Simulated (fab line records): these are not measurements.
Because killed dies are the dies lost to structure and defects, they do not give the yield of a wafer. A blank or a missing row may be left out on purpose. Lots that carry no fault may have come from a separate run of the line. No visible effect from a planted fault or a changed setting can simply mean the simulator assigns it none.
fab line records ; flow sky130
record: lots: 6; wafers: 18; lastDay: 50
route steps=708 shown SD_N@358 SD_P@359 RES_XHIGH@360 SALICIDE@361 LI_CONTACT@362 PAD_OPEN@708
lots with no fault: from the same line, run without faults
startH: the number of hours between the record's first day and the start of the first shown wafer of the lot ; waitH: hours elapsed since this lot's preceding step ; " identical to the entry in the row above ; L1.1+2: several wafers, shown together as one row ; - either no value or no given start ; * or withheld: withheld ; < > ~ a bound
route shown NAME@n: a module of which the file shows steps, and the number in the route of the first ; usual: mean/standard deviation taken from wafers without a fault ; same: alike in all rows ; chamber/n: place in a boat ; sites: each site's reading ; _std_site: their standard deviation ; _edge_site: mean of outer sites minus mean of inner sites ; radiusMm: how far each site lies from the wafer's centre ; mask NAME#n: copy n ; behind: the most recent tool/chamber to have shaped the wafer ; hold: cause of the lot's hold/its duration in hours/its outcome ; device: names the non-switching transistor (n, p or np) ; end of line: the route-end tests of the same wafers ; for a step that has no rows: nothing shown but its recipe ; killed: at the first sort, the dies lost to defects and structure; wafer yield is something else ; map: a wafer's dies, marking killed ones x, the rest . and places with no die _
set.NAME: the setting the step ran with; set.NAME@STEP: the setting that earlier step ran with ; model.NAME: the simulator's own value behind a step, which no gauge read
a table for each step, a row for each wafer; lots at some steps of the route
services: a tool's chamber out of use, with start hour (startH, from the record's first day; less than 0 if before it), hours out, and reason
== steps ==
step: SKY_SD_N_RS_MEAS_16
recipe: thkMeasGauge: four-point-probe
usual: SD_N_RS: 68.51/0.13
lot.wafer;tool;chamber;startH;waitH;SD_N_RS[ohm/sq]
L146.1;filmMetro-01;-;708.93;0.1;68.32
L146.3;filmMetro-01;-;708.93;0.1;68.40
L146.5;filmMetro-01;-;708.93;0.1;68.34
L151.1;filmMetro-01;-;733.70;0.1;68.53
L151.2;filmMetro-01;-;733.70;0.1;68.55
L151.4;filmMetro-01;-;733.70;0.1;68.47
L154.1;filmMetro-01;-;755.74;0.1;68.39
L154.4;filmMetro-01;-;755.74;0.1;68.34
L154.5;filmMetro-01;-;755.74;0.1;68.47
L155.2;filmMetro-02;-;763.69;0.1;68.66
L155.5;filmMetro-02;-;763.69;0.1;68.55
L155.6;filmMetro-02;-;763.69;0.1;68.62
L162.2;filmMetro-01;-;813.40;0.1;68.47
L162.4;filmMetro-01;-;813.40;0.1;68.73
L162.5;filmMetro-01;-;813.40;0.1;68.60
L164.4;filmMetro-04;-;825.66;0.1;68.61
L164.5;filmMetro-04;-;825.66;0.1;68.55
L164.6;filmMetro-04;-;825.66;0.1;68.49
step: SKY_SD_N_RS_MEAS_17
recipe: thkMeasGauge: four-point-probe
usual: SD_P_RS: 147.0/0.41
lot.wafer;tool;chamber;startH;waitH;SD_P_RS[ohm/sq]
L146.1;filmMetro-01;-;709.05;0.1;147.0
L146.3;filmMetro-01;-;709.05;0.1;146.8
L146.5;filmMetro-01;-;709.05;0.1;146.5
L151.1;filmMetro-01;-;733.82;0.1;146.8
L151.2;filmMetro-01;-;733.82;0.1;147.2
L151.4;filmMetro-01;-;733.82;0.1;147.1
L154.1;filmMetro-01;-;755.86;0.1;146.4
L154.4;filmMetro-01;-;755.86;0.1;146.2
L154.5;filmMetro-01;-;755.86;0.1;146.9
L155.2;filmMetro-02;-;763.81;0.1;147.7
L155.5;filmMetro-02;-;763.81;0.1;147.7
L155.6;filmMetro-02;-;763.81;0.1;147.6
L162.2;filmMetro-01;-;813.52;0.1;147.0
L162.4;filmMetro-01;-;813.52;0.1;146.9
L162.5;filmMetro-01;-;813.52;0.1;146.8
L164.4;filmMetro-04;-;825.78;0.1;146.8
L164.5;filmMetro-04;-;825.78;0.1;147.1
L164.6;filmMetro-04;-;825.78;0.1;146.6
step: SKY_SD_N_RS_MEAS_18
recipe: thkMeasGauge: four-point-probe
usual: RES_XHIGH_RS: 333.3/1.3
lot.wafer;tool;chamber;startH;waitH;RES_XHIGH_RS[ohm/sq]
L146.1;filmMetro-01;-;709.17;0.1;333.2
L146.3;filmMetro-01;-;709.17;0.1;335.1
L146.5;filmMetro-01;-;709.17;0.1;333.2
L151.1;filmMetro-01;-;733.94;0.1;334.3
L151.2;filmMetro-01;-;733.94;0.1;334.1
L151.4;filmMetro-01;-;733.94;0.1;333.9
L154.1;filmMetro-01;-;755.98;0.1;333.3
L154.4;filmMetro-01;-;755.98;0.1;334.3
L154.5;filmMetro-01;-;755.98;0.1;332.8
L155.2;filmMetro-02;-;763.93;0.1;335.4
L155.5;filmMetro-02;-;763.93;0.1;334.7
L155.6;filmMetro-02;-;763.93;0.1;335.5
L162.2;filmMetro-01;-;813.64;0.1;332.5
L162.4;filmMetro-01;-;813.64;0.1;333.1
L162.5;filmMetro-01;-;813.64;0.1;331.5
L164.4;filmMetro-04;-;825.90;0.1;333.8
L164.5;filmMetro-04;-;825.90;0.1;334.6
L164.6;filmMetro-04;-;825.90;0.1;334.0
step: SKY_SALICIDE_CLEAN_00
recipe: chemistry: HF-last; timeS: 30; dilution: 100:1; dry: ipaMarangoni
step: SKY_LI_CONTACT_HDPCVD_00
recipe: material: PSG; targetThkNm: 930; sigmaOpenFrac: 0.3; timeS: 155; tempC: 600; sih4FlowSccm: 60; pressureMtorr: 6
step: SKY_LI_CONTACT_THK_MEAS_01
recipe: reads: PSG_of_LI_CONTACT_HDPCVD_00
usual: LI_CONTACT_HDPCVD_THK: 929/8.5
lot.wafer;tool;chamber;startH;waitH;LI_CONTACT_HDPCVD_THK[nm]
L146.1;filmMetro-01;-;709.42;0.1;916
L146.3;filmMetro-01;-;709.42;0.1;919
L146.5;filmMetro-01;-;709.42;0.1;926
L151.1;filmMetro-04;-;734.18;0.1;931
L151.2;filmMetro-04;-;734.18;0.1;919
L151.4;filmMetro-04;-;734.18;0.1;922
L154.1;filmMetro-02;-;756.22;0.1;915
L154.4;filmMetro-02;-;756.22;0.1;912
L154.5;filmMetro-02;-;756.22;0.1;926
L155.2;filmMetro-01;-;764.21;0.1;932
L155.5;filmMetro-01;-;764.21;0.1;935
L155.6;filmMetro-01;-;764.21;0.1;927
L162.2;filmMetro-02;-;813.87;0.1;933
L162.4;filmMetro-02;-;813.87;0.1;919
L162.5;filmMetro-02;-;813.87;0.1;929
L164.4;filmMetro-02;-;826.11;0.0;927
L164.5;filmMetro-02;-;826.11;0.0;936
L164.6;filmMetro-02;-;826.11;0.0;931
step: SKY_LI_CONTACT_CMP_02
recipe: material: PSG; downForcePsi: 4; platenRpm: 60; padVelocityMS: 0.94248
usual: edgeZonePressureFrac: 1.000/0.0053; motorCurrentA: 11.2/1; timeToEndpointS: 32.3/2.1
lot.wafer;tool;chamber;startH;waitH;edgeZonePressureFrac;motorCurrentA;timeToEndpointS
L146.3;cmp-01;0;709.48;0.0;0.999;12.7;33.1
L146.1;cmp-01;1;709.48;0.0;0.999;10.8;30.9
L146.5;cmp-01;0;709.48;0.0;0.996;13.0;35.4
L151.1;cmp-01;3;734.29;0.1;1.009;11.7;30.3
L151.4;cmp-01;0;734.29;0.1;1.005;13.0;29.4
L151.2;cmp-01;1;734.29;0.1;0.995;11.0;28.0
L154.1;cmp-02;0;756.28;0.1;1.012;10.7;36.7
L154.4;cmp-02;1;756.28;0.1;1.010;11.1;33.6
L154.5;cmp-02;1;756.28;0.1;1.004;10.8;35.5
L155.2;cmp-02;2;764.36;0.1;0.996;12.0;32.2
L155.6;cmp-02;0;764.36;0.1;0.995;10.4;35.6
L155.5;cmp-02;1;764.36;0.1;0.995;10.9;35.1
L162.4;cmp-02;2;813.92;0.0;1.006;11.8;29.2
L162.2;cmp-02;0;813.92;0.0;1.002;10.8;32.0
L162.5;cmp-02;2;813.92;0.0;1.000;11.6;28.9
L164.4;cmp-01;3;826.14;0.0;1.005;11.0;31.9
L164.6;cmp-01;3;826.14;0.0;1.004;11.1;32.0
L164.5;cmp-01;0;826.14;0.0;1.005;13.5;34.9
step: SKY_LI_CONTACT_BOW_MEAS_03
recipe: mode: bow
usual: LI_CONTACT_BOW: 56/6.4
lot.wafer;tool;chamber;startH;waitH;LI_CONTACT_BOW[um]
L146.1;filmMetro-04;-;709.78;0.2;60
L146.3;filmMetro-04;-;709.78;0.2;67
L146.5;filmMetro-04;-;709.78;0.2;55
L151.1;filmMetro-02;-;734.54;0.2;55
L151.2;filmMetro-02;-;734.54;0.2;58
L151.4;filmMetro-02;-;734.54;0.2;62
L154.1;filmMetro-02;-;756.58;0.2;46
L154.4;filmMetro-02;-;756.58;0.2;55
L154.5;filmMetro-02;-;756.58;0.2;49
L155.2;filmMetro-04;-;764.58;0.2;59
L155.5;filmMetro-04;-;764.58;0.2;64
L155.6;filmMetro-04;-;764.58;0.2;69
L162.2;filmMetro-04;-;814.24;0.2;58
L162.4;filmMetro-04;-;814.24;0.2;54
L162.5;filmMetro-04;-;814.24;0.2;55
L164.4;filmMetro-01;-;826.50;0.3;55
L164.5;filmMetro-01;-;826.50;0.3;60
L164.6;filmMetro-01;-;826.50;0.3;63
step: SKY_LI_CONTACT_DEHYDRATE_04
recipe: tempC: 200; timeS: 60
step: SKY_LI_CONTACT_HMDS_05
recipe: primeTimeS: 60; primeTempC: 120
step: SKY_LI_CONTACT_COAT_06
recipe: resist: BARC; tempC: withheld; timeS: withheld; spinRpm: 3000; resistThkNm: 60
step: SKY_LI_CONTACT_COAT_07
recipe: resist: KrF-thick; spinRpm: 3000; resistThkNm: 450
step: SKY_LI_CONTACT_SOFTBAKE_08
recipe: tempC: 100; timeS: 92.34; resist: KrF-thick
usual: exhaustPa: 44.9/1; heaterPowerTotalW: 57.30/0.094; plateSensorTCentreC: 100.88/0.01; plateSensorTEdgeC: 100.95/0.0098
lot.wafer;tool;chamber;startH;waitH;exhaustPa;heaterPowerTotalW;plateSensorTCentreC;plateSensorTEdgeC
L146.1;lithoTrack-04;0;723;-;45.3;57.28;100.87;100.97
L146.3;lithoTrack-04;0;723;-;45.1;57.21;100.87;100.96
L146.5;lithoTrack-04;0;723;-;46.2;57.42;100.89;100.94
L151.1;lithoTrack-01;0;747;-;46.0;57.31;100.87;100.94
L151.2;lithoTrack-01;0;748;-;45.5;57.29;100.88;100.96
L151.4;lithoTrack-01;0;748;-;47.3;57.46;100.88;100.96
L154.1;lithoTrack-04;0;769;-;43.7;56.30;99.63;99.704
L154.4;lithoTrack-04;0;769;-;45.6;56.35;99.629;99.71
L154.5;lithoTrack-04;0;769;-;45.0;56.25;99.614;99.708
L155.2;lithoTrack-04;0;778;-;43.8;56.22;99.616;99.699
L155.5;lithoTrack-04;0;778;-;44.5;56.19;99.645;99.716
L155.6;lithoTrack-04;0;778;-;44.8;56.46;99.63;99.727
L162.2;lithoTrack-01;0;827;-;44.2;57.22;100.88;100.95
L162.4;lithoTrack-01;0;827;-;44.3;57.15;100.88;100.95
L162.5;lithoTrack-01;0;827;-;43.5;57.37;100.88;100.97
L164.4;lithoTrack-04;0;840;-;45.0;57.26;100.87;100.96
L164.5;lithoTrack-04;0;840;-;44.6;57.37;100.87;100.96
L164.6;lithoTrack-04;0;840;-;44.1;57.39;100.89;100.93
step: SKY_LI_CONTACT_EXPOSE_09
recipe: maskId: LICM1; na: 0.8; sourceShape: annular; sigmaInner: 0.55; sigmaOuter: 0.85; targetCdNm: 170; doseMj: 38
step: SKY_PAD_OPEN_PROBE_99
usual: killed_at_M0_to_M3: 44/7.2; killed_at_M4_up: 3.2/1.8; killedAtContacts: 24/5.4; killedAtFrontEnd: 15/4; killedAtOther: 0.3/0.56; killedDies: 87/9.2; killedOpen: 47/7.3; killedShort: 39/5.7
same: grossDies: 492; killedAtBackSide: 0
lot.wafer;tool;chamber;startH;waitH;killed_at_M0_to_M3;killed_at_M4_up;killedAtContacts;killedAtFrontEnd;killedAtOther;killedDies;killedOpen;killedShort
L146.1;prober-02;-;1120.88;0.1;31;5;26;16;1;79;38;41
L146.3;prober-02;-;1120.98;0.2;40;4;26;11;1;82;37;44
L146.5;prober-02;-;1121.08;0.2;50;1;29;14;0;94;56;38
L151.1;prober-01;-;1138.25;0.1;42;3;25;14;1;85;44;41
L151.2;prober-01;-;1138.30;0.1;47;0;24;18;0;89;43;46
L151.4;prober-01;-;1138.40;0.2;49;5;18;12;0;84;45;39
L154.1;prober-01;-;1152.51;0.1;37;3;17;12;0;69;40;28
L154.4;prober-01;-;1152.66;0.2;34;0;23;14;0;71;35;36
L154.5;prober-01;-;1152.71;0.2;54;2;27;13;0;96;55;41
L155.2;prober-02;-;1158.62;0.1;44;5;22;20;0;91;50;40
L155.5;prober-02;-;1158.77;0.2;41;4;35;20;0;100;53;45
L155.6;prober-02;-;1158.82;0.2;37;1;26;17;0;81;41;38
L162.2;prober-01;-;1190.98;0.1;55;1;33;8;0;97;59;38
L162.4;prober-01;-;1191.08;0.2;54;1;29;16;0;100;64;36
L162.5;prober-01;-;1191.13;0.2;48;4;34;15;0;101;61;40
L164.4;prober-01;-;1196.38;0.2;57;2;25;11;1;96;43;51
L164.5;prober-01;-;1196.43;0.2;44;3;23;19;0;89;51;36
L164.6;prober-01;-;1196.48;0.2;54;1;13;17;0;85;42;41
killed by level:class
L146.1 CONTACT:geometricParticle:open=12 CONTACT:geometricParticle:short=7 VIA1:geometricParticle:open=6 FIELD_ISO:geometricParticle:open=4 FIELD_ISO:geometricParticle:short=4 LOCAL_INTERCONNECT:geometricParticle:short=4 VIA3:geometricParticle:open=4 METAL4:geometricParticle:short=4
L146.3 CONTACT:geometricParticle:open=9 LI_CONTACT:geometricParticle:open=9 METAL2:geometricParticle:short=7 VIA1:geometricParticle:open=7 CONTACT:geometricParticle:short=6 VIA1:geometricParticle:short=6 POLY_GATE:geometricParticle:short=5 METAL1:geometricParticle:short=4
L146.5 VIA1:geometricParticle:open=13 VIA2:geometricParticle:open=11 CONTACT:geometricParticle:open=10 LI_CONTACT:geometricParticle:open=7 FIELD_ISO:geometricParticle:open=6 CONTACT:geometricParticle:short=5 LOCAL_INTERCONNECT:geometricParticle:short=5 METAL1:geometricParticle:short=5
L151.1 VIA2:geometricParticle:open=9 METAL2:geometricParticle:short=9 CONTACT:geometricParticle:open=9 METAL1:geometricParticle:short=7 LI_CONTACT:geometricParticle:open=7 FIELD_ISO:geometricParticle:short=5 CONTACT:geometricParticle:short=5 VIA1:geometricParticle:open=5
L151.2 METAL2:geometricParticle:short=14 VIA1:geometricParticle:open=12 LI_CONTACT:geometricParticle:open=10 FIELD_ISO:geometricParticle:short=8 CONTACT:geometricParticle:short=6 VIA3:geometricParticle:open=6 FIELD_ISO:geometricParticle:open=5 CONTACT:geometricParticle:open=4
L151.4 VIA1:geometricParticle:open=8 METAL1:geometricParticle:short=7 VIA3:geometricParticle:open=7 CONTACT:geometricParticle:open=6 FIELD_ISO:geometricParticle:open=5 METAL2:geometricParticle:short=5 VIA2:geometricParticle:short=5 FIELD_ISO:geometricParticle:short=4
L154.1 VIA1:geometricParticle:open=12 CONTACT:geometricParticle:short=5 VIA2:geometricParticle:open=5 LI_CONTACT:geometricParticle:open=4 LOCAL_INTERCONNECT:geometricParticle:short=4 CONTACT:geometricParticle:open=4 METAL2:geometricParticle:short=4 POLY_GATE:geometricParticle:open=3
L154.4 VIA1:geometricParticle:open=8 CONTACT:geometricParticle:open=7 FIELD_ISO:geometricParticle:short=6 LI_CONTACT:geometricParticle:open=6 LOCAL_INTERCONNECT:geometricParticle:short=5 METAL2:geometricParticle:short=5 VIA3:geometricParticle:open=5 CONTACT:geometricParticle:short=4
L154.5 VIA1:geometricParticle:open=12 CONTACT:geometricParticle:short=8 VIA3:geometricParticle:open=8 CONTACT:geometricParticle:open=8 VIA2:geometricParticle:open=8 METAL1:geometricParticle:short=7 VIA1:geometricParticle:short=6 LI_CONTACT:geometricParticle:open=5
L155.2 VIA1:geometricParticle:open=14 VIA2:geometricParticle:open=8 LI_CONTACT:geometricParticle:open=6 FIELD_ISO:geometricParticle:open=5 CONTACT:geometricParticle:open=5 METAL1:geometricParticle:short=5 VIA1:geometricParticle:short=5 FIELD_ISO:geometricParticle:short=4
L155.5 LI_CONTACT:geometricParticle:open=11 VIA1:geometricParticle:open=11 CONTACT:geometricParticle:open=9 CONTACT:geometricParticle:short=8 METAL1:geometricParticle:short=6 VIA3:geometricParticle:short=6 FIELD_ISO:geometricParticle:short=5 POLY_GATE:geometricParticle:open=5
L155.6 LI_CONTACT:geometricParticle:open=9 VIA1:geometricParticle:open=9 POLY_GATE:geometricParticle:short=8 CONTACT:geometricParticle:short=6 CONTACT:geometricParticle:open=6 METAL2:geometricParticle:short=5 VIA2:geometricParticle:open=5 VIA3:geometricParticle:short=4
L162.2 VIA1:geometricParticle:open=19 CONTACT:geometricParticle:open=11 LI_CONTACT:geometricParticle:open=9 VIA3:geometricParticle:open=8 METAL2:geometricParticle:short=6 VIA2:geometricParticle:open=5 LI_CONTACT:geometricParticle:short=5 LOCAL_INTERCONNECT:geometricParticle:short=5
L162.4 VIA1:geometricParticle:open=17 CONTACT:geometricParticle:open=13 METAL2:geometricParticle:short=10 LI_CONTACT:geometricParticle:open=9 VIA3:geometricParticle:open=6 CONTACT:geometricParticle:short=5 METAL1:geometricParticle:short=5 VIA2:geometricParticle:open=5
L162.5 VIA1:geometricParticle:open=15 CONTACT:geometricParticle:open=14 VIA2:geometricParticle:open=9 LOCAL_INTERCONNECT:geometricParticle:short=8 LI_CONTACT:geometricParticle:open=5 METAL2:geometricParticle:short=5 FIELD_ISO:geometricParticle:open=3 SPACER:geometricParticle:open=3
L164.4 METAL1:geometricParticle:short=16 VIA1:geometricParticle:open=12 CONTACT:geometricParticle:open=9 LI_CONTACT:geometricParticle:open=7 VIA3:geometricParticle:open=7 CONTACT:geometricParticle:short=6 METAL2:geometricParticle:short=6 VIA3:geometricParticle:short=6
L164.5 VIA3:geometricParticle:open=13 VIA1:geometricParticle:open=8 FIELD_ISO:geometricParticle:open=6 CONTACT:geometricParticle:open=6 LI_CONTACT:geometricParticle:open=6 CONTACT:geometricParticle:short=6 METAL2:geometricParticle:short=5 VIA3:geometricParticle:short=5
L164.6 VIA1:geometricParticle:open=10 VIA3:geometricParticle:open=10 METAL2:geometricParticle:short=7 VIA1:geometricParticle:short=7 CONTACT:geometricParticle:open=6 METAL1:geometricParticle:short=5 FIELD_ISO:geometricParticle:short=4 CONTACT:geometricParticle:short=4
== services ==
tool;chamber;startH;hours;kind
cmp-02;-;733.77;5.8;pm
cmp-02;-;744.00;4.0;pm
cmp-02;-;748.00;-;consumableReplace:conditioner
cmp-02;-;748.00;-;consumableReplace:pad
cmp-02;-;800.81;1.5;repair
== key ==
firstSign: step: SKY_LI_CONTACT_SOFTBAKE_08; reading: plateSensorTCentreC; direction: down; sigmas: 99+; usual: 100.88; struck: 99.627
effect: step: SKY_LI_CONTACT_SOFTBAKE_08; reading: plateSensorTEdgeC; direction: down; sigmas: 99+; usual: 100.95; struck: 99.711
metAt SKY_LI_CONTACT_SOFTBAKE_08
struckWafers L154.1,L154.4,L154.5,L155.2,L155.5,L155.6
testerLeftOut L154,L155
onsetBetween 723 769
fault: kind: processParameterDrift; tool: lithoTrack-04; chamber: -; onsetH: 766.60; steps: SKY_LI_CONTACT_SOFTBAKE_08; channel: tempC; offset: *; shape: step; endH: 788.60; actsIn: *; stated: *
testerLeftOut: of these lots the tester's yield and bins aren't shown, on N5 and GAA mostly nor the transistor test; their killed dies are dies lost to structure and defects alone, not to doping, threshold or leakage, so they don't give the yield
